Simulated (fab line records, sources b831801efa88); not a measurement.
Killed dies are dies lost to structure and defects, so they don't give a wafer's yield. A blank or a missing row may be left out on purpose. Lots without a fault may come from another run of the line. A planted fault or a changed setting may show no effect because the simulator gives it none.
Which tool did it? | flow gf180mcu | 24 lots, 72 wafers sampled, at 3 steps of a route of 602

WHAT THE GAUGES READ, wafer by wafer
GF_M3_RS_MEAS_05: measures by four-point-probe.
lot  | measured     | on            | M3_ALCU_RS (ohm/sq)
L074 | day 20 06:57 | film_metro-01 | 0.0698 0.0689 0.0689
L075 | day 20 12:13 | film_metro-01 | 0.0705 0.0700 0.0693
L076 | day 21 00:18 | film_metro-02 | 0.0698 0.0698 0.0705
L077 | day 21 16:07 | film_metro-02 | 0.0696 0.0697 0.0702
L078 | day 21 21:23 | film_metro-01 | 0.0691 0.0695 0.0697
L079 | day 22 05:00 | film_metro-01 | 0.0707 0.0702 0.0691
L080 | day 22 18:43 | film_metro-03 | 0.0676 0.0685 0.0691
L081 | day 22 20:57 | film_metro-03 | 0.0692 0.0701 0.0694
L082 | day 23 12:55 | film_metro-03 | 0.0689 0.0702 0.0687
L083 | day 23 19:35 | film_metro-01 | 0.0701 0.0693 0.0687
L084 | day 24 01:06 | film_metro-01 | 0.0693 0.0693 0.0698
L085 | day 24 11:15 | film_metro-03 | 0.0701 0.0710 0.0698
L086 | day 24 21:03 | film_metro-02 | 0.0697 0.0693 0.0699
L087 | day 25 00:07 | film_metro-03 | 0.0703 0.0712 0.0719
L088 | day 25 05:14 | film_metro-02 | 0.0696 0.0701 0.0699
L089 | day 25 19:13 | film_metro-01 | 0.0716 0.0707 0.0694
L090 | day 26 01:35 | film_metro-03 | 0.0696 0.0694 0.0697
L091 | day 26 06:20 | film_metro-03 | 0.0685 0.0692 0.0687
L092 | day 26 10:55 | film_metro-02 | 0.0699 0.0692 0.0700
L093 | day 26 22:53 | film_metro-01 | 0.0686 0.0688 0.0690
L094 | day 27 09:50 | film_metro-01 | 0.0696 0.0694 0.0695
L095 | day 27 11:05 | film_metro-01 | 0.0690 0.0691 0.0686
L096 | day 27 20:33 | film_metro-01 | 0.0692 0.0702 0.0697
L097 | day 27 23:10 | film_metro-03 | 0.0698 0.0695 0.0703

WHICH TOOL RAN EACH LOT (tool, then ch and the chambers of the sampled wafers, then the start)
lot  | GF_SALICIDE_SPUTTER_03       | GF_M2_SPUTTER_01
L074 | pvd_sputter-04, day 15 03:02 | pvd_sputter-04, day 18 03:29
L075 | pvd_sputter-03, day 15 07:25 | pvd_sputter-04, day 18 08:39
L076 | pvd_sputter-03, day 15 17:34 | pvd_sputter-04, day 18 20:25
L077 | pvd_sputter-02, day 16 08:17 | pvd_sputter-03, day 19 12:16
L078 | pvd_sputter-03, day 16 12:40 | pvd_sputter-02, day 19 17:33
L079 | pvd_sputter-02, day 16 22:39 | pvd_sputter-04, day 20 02:44
L080 | pvd_sputter-03, day 17 10:09 | pvd_sputter-04, day 20 16:24
L081 | pvd_sputter-03, day 17 13:35 | pvd_sputter-02, day 20 19:17
L082 | pvd_sputter-02, day 18 04:06 | pvd_sputter-04, day 21 10:12
L083 | pvd_sputter-03, day 18 11:26 | pvd_sputter-04, day 21 17:19
L084 | pvd_sputter-03, day 18 18:25 | pvd_sputter-03, day 22 00:40
L085 | pvd_sputter-03, day 19 04:18 | pvd_sputter-03, day 22 09:38
L086 | pvd_sputter-02, day 19 16:12 | pvd_sputter-03, day 22 21:54
L087 | pvd_sputter-03, day 19 19:48 | pvd_sputter-04, day 23 01:03
L088 | pvd_sputter-03, day 20 01:08 | pvd_sputter-03, day 23 04:52
L089 | pvd_sputter-03, day 20 15:43 | pvd_sputter-04, day 23 20:29
L090 | pvd_sputter-03, day 21 00:19 | pvd_sputter-04, day 24 02:44
L091 | pvd_sputter-02, day 21 05:25 | pvd_sputter-02, day 24 08:34
L092 | pvd_sputter-03, day 21 12:14 | pvd_sputter-03, day 24 14:27
L093 | pvd_sputter-03, day 21 21:10 | pvd_sputter-03, day 24 22:40
L094 | pvd_sputter-04, day 22 13:23 | pvd_sputter-02, day 25 14:46
L095 | pvd_sputter-03, day 22 13:40 | pvd_sputter-03, day 25 15:00
L096 | pvd_sputter-04, day 22 21:58 | pvd_sputter-04, day 26 00:37
L097 | pvd_sputter-04, day 23 02:19 | pvd_sputter-03, day 26 01:46
- GF_SALICIDE_SPUTTER_03: material TiN, target thk 20 nm, time 16.7 s.
- GF_M2_SPUTTER_01: material TiN, target thk 30 nm, time 25 s.

WHAT THE TOOLS THEMSELVES READ (means of the sampled wafers that have a number; where no wafer has one, the mark that the record gives instead)
GF_SALICIDE_SPUTTER_03.
lot  | tool           | throttle_valve_pct (%)
L074 | pvd_sputter-04 | 30.3
L075 | pvd_sputter-03 | 30.2
L076 | pvd_sputter-03 | 30.4
L077 | pvd_sputter-02 | 30.7
L078 | pvd_sputter-03 | 30.8
L079 | pvd_sputter-02 | 30.1
L080 | pvd_sputter-03 | 29.5
L081 | pvd_sputter-03 | 31.5
L082 | pvd_sputter-02 | 31.0
L083 | pvd_sputter-03 | 29.5
L084 | pvd_sputter-03 | 30.8
L085 | pvd_sputter-03 | 30.7
L086 | pvd_sputter-02 | 30.8
L087 | pvd_sputter-03 | 29.5
L088 | pvd_sputter-03 | 30.6
L089 | pvd_sputter-03 | 29.8
L090 | pvd_sputter-03 | 30.6
L091 | pvd_sputter-02 | 30.3
L092 | pvd_sputter-03 | 28.7
L093 | pvd_sputter-03 | 29.4
L094 | pvd_sputter-04 | 29.9
L095 | pvd_sputter-03 | 29.8
L096 | pvd_sputter-04 | 30.3
L097 | pvd_sputter-04 | 29.8

GF_M2_SPUTTER_01.
lot  | tool           | throttle_valve_pct (%)
L074 | pvd_sputter-04 | 29.4
L075 | pvd_sputter-04 | 30.2
L076 | pvd_sputter-04 | 29.9
L077 | pvd_sputter-03 | 30.7
L078 | pvd_sputter-02 | 30.3
L079 | pvd_sputter-04 | 30.0
L080 | pvd_sputter-04 | 30.3
L081 | pvd_sputter-02 | 30.8
L082 | pvd_sputter-04 | 29.9
L083 | pvd_sputter-04 | 30.1
L084 | pvd_sputter-03 | 30.3
L085 | pvd_sputter-03 | 28.5
L086 | pvd_sputter-03 | 31.5
L087 | pvd_sputter-04 | 30.2
L088 | pvd_sputter-03 | 30.8
L089 | pvd_sputter-04 | 29.8
L090 | pvd_sputter-04 | 30.6
L091 | pvd_sputter-02 | 30.2
L092 | pvd_sputter-03 | 30.3
L093 | pvd_sputter-03 | 31.3
L094 | pvd_sputter-02 | 29.9
L095 | pvd_sputter-03 | 29.4
L096 | pvd_sputter-04 | 30.4
L097 | pvd_sputter-03 | 28.7

THE ANSWER, worked out from the rows above alone
Rule: what is usual is taken from the lots themselves. Put in order of their means at a reading, lots are off if they are a third of the lots or fewer, leave a main group of 4 or more, and stand apart from it by a gap of 3 or more times the standard deviation of the main group's means; of several such gaps the widest counts. A main group whose means are all the same, to the digits that the tables above print for the reading, isn't used. A lot without any number at a reading at which 4 lots or more have one is off too. The other lots that the step has rows for count as sound. The gauges are gone through in route order, then the tools' own readings, and for those a lot's mean is taken as printed above. The first step at which some lot is off is used, and at that step the reading that is off furthest; a lot without a number counts as furthest.
No lot is off at any reading shown: from this, nothing can be told.

WHAT THE SIMULATOR HAD PUT IN
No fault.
